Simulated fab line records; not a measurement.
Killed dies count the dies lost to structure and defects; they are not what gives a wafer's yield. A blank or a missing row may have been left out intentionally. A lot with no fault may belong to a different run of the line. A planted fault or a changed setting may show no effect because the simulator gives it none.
fab line records	flow gf180mcu
[record] lots = 24	wafers = 72	last_day = 34
route steps=602 shown MVPSD@139 POLY_GATE@175 M2@362 V2@400 V3@432
lots that met no fault: taken from a fault-free run of the same line
start_h: the number of hours between the record's first day and the start of the first shown wafer of the lot	wait_h: hours since the lot's step before	" unchanged from the row above	L1.1+2: a row that stands for several wafers	- value missing, or start not given	* or withheld: withheld	< > ~ a bound
route shown NAME@n: a module of which the file shows steps, and the number in the route of the first	usual: mean/standard deviation taken from wafers without a fault	same: alike in all rows	chamber/n: place in a boat	sites: each site's reading	_std_site: standard deviation of those values	_edge_site: outer sites' mean less inner sites'	radius_mm: for every site, how far away it sits from the centre of the wafer	mask NAME#n: copy n	behind: the most recent tool/chamber to have shaped the wafer	hold: why the lot was held/for how many hours/how that ended	device: transistor that didn't switch, given as n, p or np	end of line: the same wafers' tests at the end of the route	where a step has no rows: the recipe by itself	killed: dies that structure and defects cost at the first sort, which is not the same as the wafer's yield	map: shows each die of a wafer: x if killed, . if not, _ if none is there
set.NAME: the setting as run; set.NAME@STEP: as run at that earlier step	model.NAME: the simulator's own value behind a step, which no gauge read
one table for each step of the route and one row for each wafer, over a sample of lots
services: the hour from which a tool's chamber was out of use, counted from the record's first day as start_h (under 0 if before that day), plus the number of hours and why
[[steps]]
[step GF_VT_IMPLANT_RS_MEAS_49]
[recipe] thk_meas_gauge = four-point-probe
[usual] MVPSD_RS = 1167.7/2.8
lot.wafer	tool	chamber	start_h	wait_h	MVPSD_RS[ohm/sq]
L074.3	film_metro-01	-	155.28	0.1	1170.7
L074.4	"	-	"	"	1170.2
L074.5	"	-	"	"	1170.1
L075.1	film_metro-02	-	164.47	0.1	1168.6
L075.4	"	-	"	"	1169.9
L075.5	"	-	"	"	1168.5
L076.2	film_metro-02	-	171.50	0.1	1164.6
L076.5	"	-	"	"	1163.5
L076.6	"	-	"	"	1166.3
L077.1	film_metro-02	-	177.38	0.1	1167.8
L077.5	"	-	"	"	1173.3
L077.6	"	-	"	"	1168.4
L078.3	film_metro-01	-	184.47	0.1	1166.5
L078.5	"	-	"	"	1164.4
L078.6	"	-	"	"	1160.6
L079.1	film_metro-04	-	190.63	0.1	1172.7
L079.3	"	-	"	"	1168.8
L079.6	"	-	"	"	1172.8
L080.2	film_metro-04	-	198.20	0.1	1169.5
L080.4	"	-	"	"	1167.5
L080.5	"	-	"	"	1169.6
L081.1	film_metro-01	-	205.22	0.1	1165.8
L081.2	"	-	"	"	1168.1
L081.4	"	-	"	"	1165.2
L082.3	film_metro-01	-	211.36	0.1	1167.9
L082.4	"	-	"	"	1169.4
L082.6	"	-	"	"	1171.3
L083.1	film_metro-04	-	216.23	0.1	1166.3
L083.2	"	-	"	"	1165.8
L083.5	"	-	"	"	1166.5
L084.3	film_metro-01	-	226.31	0.1	1169.8
L084.5	"	-	"	"	1170.5
L084.6	"	-	"	"	1171.1
L085.1	film_metro-02	-	231.59	0.1	1167.4
L085.2	"	-	"	"	1164.9
L085.3	"	-	"	"	1167.6
L086.2	film_metro-04	-	238.41	0.1	1169.1
L086.4	"	-	"	"	1169.0
L086.5	"	-	"	"	1171.6
L087.1	film_metro-01	-	244.33	0.1	1164.1
L087.3	"	-	"	"	1165.4
L087.6	"	-	"	"	1163.7
L088.1	film_metro-04	-	251.67	0.1	1161.5
L088.3	"	-	"	"	1165.8
L088.6	"	-	"	"	1165.6
L089.4	film_metro-04	-	259.74	0.1	1170.9
L089.5	"	-	"	"	1169.0
L089.6	"	-	"	"	1170.3
L090.1	film_metro-02	-	264.83	0.1	1167.9
L090.2	"	-	"	"	1164.7
L090.4	"	-	"	"	1170.0
L091.1	film_metro-04	-	272.18	0.1	1167.2
L091.5	"	-	"	"	1164.4
L091.6	"	-	"	"	1167.1
L092.2	film_metro-01	-	279.60	0.1	1174.2
L092.4	"	-	"	"	1170.8
L092.5	"	-	"	"	1170.1
L093.1	film_metro-04	-	284.53	0.1	1165.0
L093.2	"	-	"	"	1162.7
L093.6	"	-	"	"	1166.8
L094.2	film_metro-02	-	291.55	0.1	1170.0
L094.3	"	-	"	"	1168.7
L094.4	"	-	"	"	1170.5
L095.1	film_metro-04	-	296.43	0.1	1170.8
L095.4	"	-	"	"	1171.5
L095.5	"	-	"	"	1167.4
L096.3	film_metro-01	-	308.22	0.1	1165.8
L096.4	"	-	"	"	1164.6
L096.6	"	-	"	"	1166.7
L097.2	film_metro-04	-	313.46	0.1	1169.1
L097.3	"	-	"	"	1168.8
L097.6	"	-	"	"	1167.8
[step GF_POLY_GATE_CD_MEAS_18]
[usual] cd_nm = 279.9/1.8
lot.wafer	tool	chamber	start_h	wait_h	cd_nm
L074.3	cd_sem-02	-	196.52	0.1	282.9
L074.4	"	-	"	"	282.1
L074.5	"	-	"	"	281.7
L075.1	cd_sem-01	-	206.69	0.1	277.3
L075.4	"	-	"	"	278.7
L075.5	"	-	"	"	279.7
L076.2	cd_sem-02	-	211.12	0.1	277.9
L076.5	"	-	"	"	279.5
L076.6	"	-	"	"	279.6
L077.1	cd_sem-02	-	220.42	0.1	279.8
L077.5	"	-	"	"	280.9
L077.6	"	-	"	"	280.3
L078.3	cd_sem-01	-	225.94	0.1	276.5
L078.5	"	-	"	"	277.0
L078.6	"	-	"	"	278.8
L079.1	cd_sem-02	-	234.21	0.1	282.6
L079.3	"	-	"	"	283.7
L079.6	"	-	"	"	282.8
L080.2	cd_sem-02	-	240.47	0.1	279.7
L080.4	"	-	"	"	279.9
L080.5	"	-	"	"	279.8
L081.1	cd_sem-01	-	250.11	0.1	277.6
L081.2	"	-	"	"	279.6
L081.4	"	-	"	"	277.7
L082.3	cd_sem-02	-	256.03	0.1	282.6
L082.4	"	-	"	"	281.1
L082.6	"	-	"	"	281.9
L083.1	cd_sem-01	-	259.44	0.1	280.4
L083.2	"	-	"	"	279.0
L083.5	"	-	"	"	279.6
L084.3	cd_sem-01	-	272.86	0.1	282.2
L084.5	"	-	"	"	281.1
L084.6	"	-	"	"	279.2
L085.1	cd_sem-02	-	276.19	0.1	282.6
L085.2	"	-	"	"	281.9
L085.3	"	-	"	"	282.5
L086.2	cd_sem-02	-	285.42	0.1	281.7
L086.4	"	-	"	"	281.2
L086.5	"	-	"	"	280.5
L087.1	cd_sem-01	-	291.82	0.1	280.2
L087.3	"	-	"	"	282.1
L087.6	"	-	"	"	279.7
L088.1	cd_sem-01	-	297.82	0.1	281.3
L088.3	"	-	"	"	278.9
L088.6	"	-	"	"	281.3
L089.4	cd_sem-01	-	308.53	0.1	278.2
L089.5	"	-	"	"	279.8
L089.6	"	-	"	"	275.1
L090.1	cd_sem-01	-	313.15	0.1	281.2
L090.2	"	-	"	"	281.6
L090.4	"	-	"	"	279.9
L091.1	cd_sem-01	-	318.89	0.1	282.8
L091.5	"	-	"	"	282.4
L091.6	"	-	"	"	282.8
L092.2	cd_sem-01	-	327.85	0.1	281.4
L092.4	"	-	"	"	281.3
L092.5	"	-	"	"	280.5
L093.1	cd_sem-01	-	332.19	0.1	279.9
L093.2	"	-	"	"	280.5
L093.6	"	-	"	"	280.0
L094.2	cd_sem-01	-	340.24	0.1	276.5
L094.3	"	-	"	"	277.4
L094.4	"	-	"	"	278.9
L095.1	cd_sem-01	-	346.13	0.1	281.5
L095.4	"	-	"	"	278.1
L095.5	"	-	"	"	282.3
L096.3	cd_sem-01	-	357.88	0.1	280.3
L096.4	"	-	"	"	281.5
L096.6	"	-	"	"	279.3
L097.2	cd_sem-01	-	365.42	0.1	278.1
L097.3	"	-	"	"	279.4
L097.6	"	-	"	"	277.9
[step GF_M2_SPUTTER_00]
[recipe] material = Ti	target_thk_nm = 37.5	arriving_ion_energy_ev = 80	substrate_temp_c = 200	chamber_pressure_pa = 2	power_w = 4000	time_s = 150
[usual] cathode_dc_power_W = 3999.9/0.72	throttle_valve_pct = 30.3/1.4
lot.wafer	tool	chamber	start_h	wait_h	cathode_dc_power_W	throttle_valve_pct
L074.3	pvd_sputter-02	-	410.56	0.2	3999.8	30.5
L074.4	"	-	"	"	3999.0	31.3
L074.5	"	-	"	"	4000.2	30.6
L075.1	pvd_sputter-03	-	422.58	0.1	4000.1	30.1
L075.4	"	-	"	"	4000.2	30.0
L075.5	"	-	"	"	3998.7	30.1
L076.2	pvd_sputter-03	-	429.28	0.2	4000.5	30.5
L076.5	"	-	"	"	4000.1	29.6
L076.6	"	-	"	"	3999.5	30.6
L077.1	pvd_sputter-02	-	440.44	0.2	3998.7	31.1
L077.5	"	-	"	"	4000.8	27.2
L077.6	"	-	"	"	3999.5	31.4
L078.3	pvd_sputter-02	-	448.21	0.1	4000.1	31.2
L078.5	"	-	"	"	4000.2	31.1
L078.6	"	-	"	"	3999.5	30.3
L079.1	pvd_sputter-04	-	459.07	0.1	4000.1	31.5
L079.3	"	-	"	"	3999.7	30.4
L079.6	"	-	"	"	4000.9	31.5
L080.2	pvd_sputter-04	-	468.98	0.1	3999.1	30.5
L080.4	"	-	"	"	3999.7	31.7
L080.5	"	-	"	"	3999.6	31.5
L081.1	pvd_sputter-04	-	478.56	0.1	3999.2	30.3
L081.2	"	-	"	"	4000.5	31.7
L081.4	"	-	"	"	4000.0	30.0
L082.3	pvd_sputter-04	-	490.08	0.2	3999.2	31.5
L082.4	"	-	"	"	3999.1	29.9
L082.6	"	-	"	"	4000.1	31.9
L083.1	pvd_sputter-02	-	491.08	0.2	3999.8	31.4
L083.2	"	-	"	"	3999.7	31.4
L083.5	"	-	"	"	3999.6	31.1
L084.3	pvd_sputter-02	-	506.55	0.2	3999.4	26.9
L084.5	"	-	"	"	4000.6	31.2
L084.6	"	-	"	"	3999.2	31.1
L085.1	pvd_sputter-02	-	513.32	0.2	3997.9	27.2
L085.2	"	-	"	"	3999.8	31.3
L085.3	"	-	"	"	3999.9	31.2
L086.2	pvd_sputter-04	-	522.28	0.1	3999.7	31.7
L086.4	"	-	"	"	3999.2	31.7
L086.5	"	-	"	"	4001.1	29.6
L087.1	pvd_sputter-04	-	530.97	0.1	4000.2	29.6
L087.3	"	-	"	"	4000.3	31.6
L087.6	"	-	"	"	4000.9	29.9
L088.1	pvd_sputter-02	-	539.50	0.2	4000.3	31.5
L088.3	"	-	"	"	3999.9	27.0
L088.6	"	-	"	"	3999.9	30.5
L089.4	pvd_sputter-02	-	547.68	0.2	4000.2	31.3
L089.5	"	-	"	"	4000.3	26.8
L089.6	"	-	"	"	4001.1	30.8
L090.1	pvd_sputter-02	-	552.98	0.1	4000.3	26.7
L090.2	"	-	"	"	3999.5	30.7
L090.4	"	-	"	"	4001.1	30.8
L091.1	pvd_sputter-02	-	562.49	0.1	3999.7	26.9
L091.5	"	-	"	"	4000.1	26.8
L091.6	"	-	"	"	4000.4	31.1
L092.2	pvd_sputter-02	-	567.96	0.2	3999.5	31.1
L092.4	"	-	"	"	4001.1	30.5
L092.5	"	-	"	"	3999.3	31.2
L093.1	pvd_sputter-03	-	573.13	0.1	4000.7	29.6
L093.2	"	-	"	"	3999.9	30.2
L093.6	"	-	"	"	4000.4	30.4
L094.2	pvd_sputter-04	-	578.92	0.1	3999.7	31.5
L094.3	"	-	"	"	3999.6	29.8
L094.4	"	-	"	"	4000.2	30.4
L095.1	pvd_sputter-04	-	587.47	0.2	4000.5	31.6
L095.4	"	-	"	"	4001.0	30.5
L095.5	"	-	"	"	3999.7	29.9
L096.3	pvd_sputter-04	-	597.73	0.1	4002.3	29.5
L096.4	"	-	"	"	4000.0	31.5
L096.6	"	-	"	"	3999.7	31.7
L097.2	pvd_sputter-03	-	608.11	0.1	4000.6	30.2
L097.3	"	-	"	"	4000.2	30.3
L097.6	"	-	"	"	3999.8	30.3
[step GF_V2_STRIP_18]
[recipe] chemistry = O2/N2	power_w = 1400	pressure_mtorr = 1500	platen_temp_c = 250	o2_flow_sccm = 3000	n2_flow_sccm = 300	overash_fraction = 0.5
[usual] drypump_motor_current_A = 5.9/0.46	heater_power_w = 323/22	oes_product_au = 0.594/0.0046
lot.wafer	tool	chamber	start_h	wait_h	drypump_motor_current_A	heater_power_w	oes_product_au	rf_hours_counter_h
L074.3	plasma_asher-01	0	462.04	-	6.5	289	0.594	-
L074.4	"	1	"	"	6.0	349	0.595	-
L074.5	"	1	"	"	6.0	346	0.591	-
L075.1	plasma_asher-04	0	473.66	-	5.5	338	0.598	5
L075.4	"	0	"	"	5.6	331	0.595	-
L075.5	"	1	"	"	5.1	322	0.588	-
L076.2	plasma_asher-04	0	480.15	-	5.6	339	0.592	6
L076.5	"	1	"	"	5.0	326	0.597	-
L076.6	"	0	"	"	5.5	335	0.601	-
L077.1	plasma_asher-04	1	491.51	-	5.1	330	0.597	7
L077.5	"	1	"	"	5.0	316	0.597	-
L077.6	"	0	"	"	5.6	326	0.590	-
L078.3	plasma_asher-03	0	498.83	-	6.3	298	0.592	-
L078.5	"	0	"	"	6.3	297	0.607	-
L078.6	"	1	"	"	6.0	349	0.601	-
L079.1	plasma_asher-03	0	509.01	-	6.3	292	0.598	73
L079.3	"	1	"	"	6.0	350	0.591	-
L079.6	"	1	"	"	6.0	352	0.588	-
L080.2	plasma_asher-03	0	518.26	-	6.3	287	0.589	74
L080.4	"	1	"	"	6.0	340	0.585	-
L080.5	"	0	"	"	6.3	294	0.589	-
L081.1	plasma_asher-03	0	528.11	-	6.3	303	0.592	75
L081.2	"	1	"	"	6.0	335	0.599	75
L081.4	"	0	"	"	6.3	298	0.594	-
L082.3	plasma_asher-04	1	538.18	-	5.0	323	0.593	-
L082.4	"	0	"	"	5.6	325	0.588	-
L082.6	"	1	"	"	5.1	325	0.600	-
L083.1	plasma_asher-01	1	539.60	-	6.0	345	0.601	47
L083.2	"	0	"	"	6.4	292	0.586	47
L083.5	"	1	"	"	6.0	345	0.594	-
L084.3	plasma_asher-04	1	554.53	-	5.1	327	0.591	-
L084.5	"	1	"	"	5.0	332	0.592	-
L084.6	"	0	"	"	5.6	327	0.592	-
L085.1	plasma_asher-04	0	560.06	-	5.6	323	0.591	15
L085.2	"	1	"	"	5.0	324	0.593	15
L085.3	"	1	"	"	5.0	323	0.594	-
L086.2	plasma_asher-03	1	567.11	-	6.0	345	0.595	79
L086.4	"	1	"	"	6.1	348	0.598	-
L086.5	"	0	"	"	6.3	295	0.589	-
L087.1	plasma_asher-01	0	575.10	-	6.4	291	0.599	51
L087.3	"	0	"	"	6.5	288	0.599	-
L087.6	"	1	"	"	6.0	348	0.594	-
L088.1	plasma_asher-04	1	584.71	-	5.0	317	0.586	18
L088.3	"	0	"	"	5.6	327	0.600	-
L088.6	"	0	"	"	5.6	332	0.587	-
L089.4	plasma_asher-01	0	593.89	-	6.4	287	0.592	-
L089.5	"	0	"	"	6.4	291	0.599	-
L089.6	"	1	"	"	6.0	348	0.587	-
L090.1	plasma_asher-04	1	594.81	-	5.0	330	0.590	19
L090.2	"	0	"	"	5.6	323	0.593	19
L090.4	"	0	"	"	5.6	327	0.593	-
L091.1	plasma_asher-03	0	606.21	-	6.3	297	0.590	82
L091.5	"	0	"	"	6.3	294	0.588	-
L091.6	"	1	"	"	6.0	351	0.594	-
L092.2	plasma_asher-01	1	612.11	-	6.1	354	0.588	54
L092.4	"	0	"	"	6.4	286	0.599	-
L092.5	"	1	"	"	6.1	343	0.592	-
L093.1	plasma_asher-03	1	617.20	-	6.0	355	0.598	84
L093.2	"	0	"	"	6.3	301	0.593	84
L093.6	"	1	"	"	6.1	338	0.596	-
L094.2	plasma_asher-01	1	623.00	-	6.0	347	0.599	56
L094.3	"	1	"	"	6.0	345	0.592	-
L094.4	"	0	"	"	6.4	292	0.595	-
L095.1	plasma_asher-03	1	629.90	-	6.1	339	0.593	85
L095.4	"	1	"	"	6.1	349	0.597	-
L095.5	"	1	"	"	6.1	348	0.591	-
L096.3	plasma_asher-03	1	640.64	-	6.1	351	0.597	-
L096.4	"	0	"	"	6.3	302	0.595	-
L096.6	"	1	"	"	6.1	353	0.595	-
L097.2	plasma_asher-03	0	649.16	-	6.3	306	0.600	87
L097.3	"	0	"	"	6.3	292	0.592	-
L097.6	"	0	"	"	6.3	302	0.601	-
[step GF_V3_THK_MEAS_03]
[recipe] reads = SiO2_of_V3_CVD_02
[usual] V3_CVD_02_THK = 852/11
lot.wafer	tool	chamber	start_h	wait_h	V3_CVD_02_THK[nm]
L074.3	film_metro-01	-	489.07	0.1	841
L074.4	"	-	"	"	855
L074.5	"	-	"	"	846
L075.1	film_metro-03	-	501.09	0.0	839
L075.4	"	-	"	"	852
L075.5	"	-	"	"	859
L076.2	film_metro-02	-	506.24	0.0	829
L076.5	"	-	"	"	840
L076.6	"	-	"	"	837
L077.1	film_metro-02	-	518.39	0.0	837
L077.5	"	-	"	"	855
L077.6	"	-	"	"	844
L078.3	film_metro-02	-	524.76	0.1	843
L078.5	"	-	"	"	862
L078.6	"	-	"	"	858
L079.1	film_metro-02	-	534.18	0.0	837
L079.3	"	-	"	"	854
L079.6	"	-	"	"	854
L080.2	film_metro-03	-	543.39	0.0	851
L080.4	"	-	"	"	856
L080.5	"	-	"	"	850
L081.1	film_metro-02	-	553.00	0.0	851
L081.2	"	-	"	"	835
L081.4	"	-	"	"	865
L082.3	film_metro-01	-	562.99	0.1	854
L082.4	"	-	"	"	872
L082.6	"	-	"	"	861
L083.1	film_metro-02	-	563.67	0.1	843
L083.2	"	-	"	"	852
L083.5	"	-	"	"	858
L084.3	film_metro-02	-	576.67	0.1	835
L084.5	"	-	"	"	846
L084.6	"	-	"	"	855
L085.1	film_metro-01	-	583.23	0.0	843
L085.2	"	-	"	"	840
L085.3	"	-	"	"	848
L086.2	film_metro-01	-	590.83	0.0	854
L086.4	"	-	"	"	873
L086.5	"	-	"	"	885
L087.1	film_metro-02	-	599.29	0.0	854
L087.3	"	-	"	"	847
L087.6	"	-	"	"	861
L088.1	film_metro-03	-	608.29	0.0	855
L088.3	"	-	"	"	858
L088.6	"	-	"	"	872
L089.4	film_metro-03	-	617.98	0.0	867
L089.5	"	-	"	"	857
L089.6	"	-	"	"	857
L090.1	film_metro-03	-	618.14	0.0	846
L090.2	"	-	"	"	864
L090.4	"	-	"	"	866
L091.1	film_metro-01	-	629.31	0.0	850
L091.5	"	-	"	"	877
L091.6	"	-	"	"	873
L092.2	film_metro-03	-	635.40	0.0	848
L092.4	"	-	"	"	871
L092.5	"	-	"	"	867
L093.1	film_metro-02	-	640.15	0.0	836
L093.2	"	-	"	"	835
L093.6	"	-	"	"	847
L094.2	film_metro-03	-	646.56	0.0	849
L094.3	"	-	"	"	837
L094.4	"	-	"	"	867
L095.1	film_metro-01	-	652.67	0.0	850
L095.4	"	-	"	"	862
L095.5	"	-	"	"	862
L096.3	film_metro-01	-	663.12	0.1	842
L096.4	"	-	"	"	873
L096.6	"	-	"	"	857
L097.2	film_metro-02	-	670.53	0.0	847
L097.3	"	-	"	"	844
L097.6	"	-	"	"	865
[step GF_V3_CMP_04]
[recipe] material = SiO2	down_force_psi = 4	platen_rpm = 60	pad_velocity_m_s = 0.94248
[usual] motor_current_A = 12.7/1.2	slurry_filter_dp_kPa = 13.51/0.14	time_to_endpoint_s = 82/5.2
lot.wafer	tool	chamber	start_h	wait_h	motor_current_A	slurry_filter_dp_kPa	time_to_endpoint_s
L074.4	cmp-02	0	489.21	0.1	11.8	13.78	81
L074.3	"	1	"	"	14.4	13.63	80
L074.5	"	3	"	"	12.5	13.55	83
L075.4	cmp-02	3	501.15	0.0	13.3	13.34	82
L075.1	"	1	"	"	15.4	13.51	72
L075.5	"	3	"	"	12.5	13.43	88
L076.2	cmp-02	1	506.29	0.0	14.1	13.50	75
L076.6	"	1	"	"	14.6	13.49	79
L076.5	"	2	"	"	13.1	13.61	78
L077.1	cmp-01	1	518.45	0.1	11.3	13.23	73
L077.5	"	1	"	"	11.7	13.44	83
L077.6	"	2	"	"	12.7	13.39	75
L078.3	cmp-01	0	524.80	0.0	11.1	13.42	75
L078.5	"	0	"	"	10.5	13.72	84
L078.6	"	1	"	"	11.4	13.75	81
L079.1	cmp-01	0	534.29	0.1	11.1	13.17	74
L079.3	"	2	"	"	13.0	13.57	78
L079.6	"	3	"	"	13.2	13.71	76
L080.2	cmp-02	1	543.49	0.1	14.8	13.45	85
L080.4	"	3	"	"	12.5	13.46	88
L080.5	"	1	"	"	14.5	13.58	82
L081.2	cmp-01	2	553.06	0.0	13.9	13.45	71
L081.1	"	3	"	"	13.9	13.47	78
L081.4	"	0	"	"	10.8	13.80	83
L082.4	cmp-01	1	563.08	0.1	11.5	13.43	88
L082.3	"	2	"	"	13.4	13.61	76
L082.6	"	0	"	"	11.3	13.32	81
L083.1	cmp-02	2	563.73	0.1	13.3	13.57	82
L083.2	"	0	"	"	11.7	13.45	80
L083.5	"	3	"	"	12.7	13.51	88
L084.3	cmp-02	0	576.86	0.2	12.8	13.56	74
L084.6	"	1	"	"	14.3	13.57	84
L084.5	"	2	"	"	13.9	13.36	83
L085.1	cmp-01	1	583.29	0.1	11.0	13.65	76
L085.2	"	3	"	"	13.2	13.67	71
L085.3	"	0	"	"	10.4	13.35	74
L086.2	cmp-02	1	590.98	0.1	14.6	13.52	79
L086.4	"	2	"	"	12.3	13.47	90
L086.5	"	3	"	"	13.2	13.31	94
L087.1	cmp-01	1	599.45	0.1	11.0	13.29	87
L087.3	"	2	"	"	12.9	13.49	85
L087.6	"	3	"	"	13.8	13.49	90
L088.3	cmp-02	3	608.35	0.0	13.3	13.35	81
L088.1	"	2	"	"	13.4	13.45	81
L088.6	"	3	"	"	13.4	13.67	91
L089.4	cmp-01	1	618.06	0.1	11.1	13.52	88
L089.5	"	0	"	"	11.2	13.64	82
L089.6	"	1	"	"	12.0	13.72	83
L090.1	cmp-02	0	618.25	0.1	11.5	13.77	74
L090.4	"	1	"	"	14.5	13.51	86
L090.2	"	2	"	"	13.3	13.54	87
L091.1	cmp-02	2	629.66	0.3	13.1	13.44	80
L091.5	"	2	"	"	12.7	13.35	92
L091.6	"	3	"	"	13.1	13.64	90
L092.2	cmp-01	0	635.50	0.1	11.4	13.62	84
L092.4	"	1	"	"	11.4	13.45	87
L092.5	"	3	"	"	13.6	13.44	86
L093.1	cmp-01	2	640.21	0.1	13.8	13.62	75
L093.2	"	0	"	"	11.5	13.42	75
L093.6	"	2	"	"	13.4	13.80	78
L094.2	cmp-01	0	646.61	0.0	10.9	13.40	87
L094.4	"	1	"	"	11.8	13.51	93
L094.3	"	3	"	"	13.6	13.47	79
L095.1	cmp-01	1	652.73	0.1	11.2	13.63	80
L095.4	"	0	"	"	10.9	13.70	86
L095.5	"	2	"	"	13.1	13.49	84
L096.3	cmp-01	2	663.27	0.1	14.3	13.69	79
L096.4	"	3	"	"	14.2	13.39	89
L096.6	"	3	"	"	13.5	13.24	84
L097.2	cmp-01	1	670.68	0.1	11.9	13.48	82
L097.3	"	2	"	"	13.7	13.49	82
L097.6	"	3	"	"	14.0	13.43	89
[[services]]
tool	chamber	start_h	hours	kind
cmp-01	-	395.47	5.5	repair
cmp-01	-	404.18	4.0	pm
cmp-01	-	410.66	2.5	repair
cmp-01	-	451.12	1.4	repair
plasma_asher-03	-	475.67	7.3	repair
pvd_sputter-02	-	477.59	2.3	repair
plasma_asher-03	-	483.94	6.2	repair
plasma_asher-03	-	487.10	3.1	repair
pvd_sputter-02	-	488.66	2.4	repair
cmp-01	-	491.79	2.1	repair
cmp-01	-	500.02	3.5	pm
plasma_asher-03	-	502.02	1.8	repair
cmp-02	-	513.63	0.5	repair
pvd_sputter-02	-	522.56	5.2	repair
plasma_asher-03	-	557.86	4.2	repair
plasma_asher-03	-	558.26	4.1	repair
cmp-02	-	572.14	4.0	pm
cmp-01	-	578.35	1.0	repair
plasma_asher-03	-	592.89	2.8	pm
cmp-02	-	623.56	4.3	repair
cmp-01	-	623.58	1.3	repair
cmp-01	-	629.05	3.9	repair
cmp-02	-	657.75	8.4	pm
cmp-01	-	666.14	2.9	pm
[[key]]
fault none
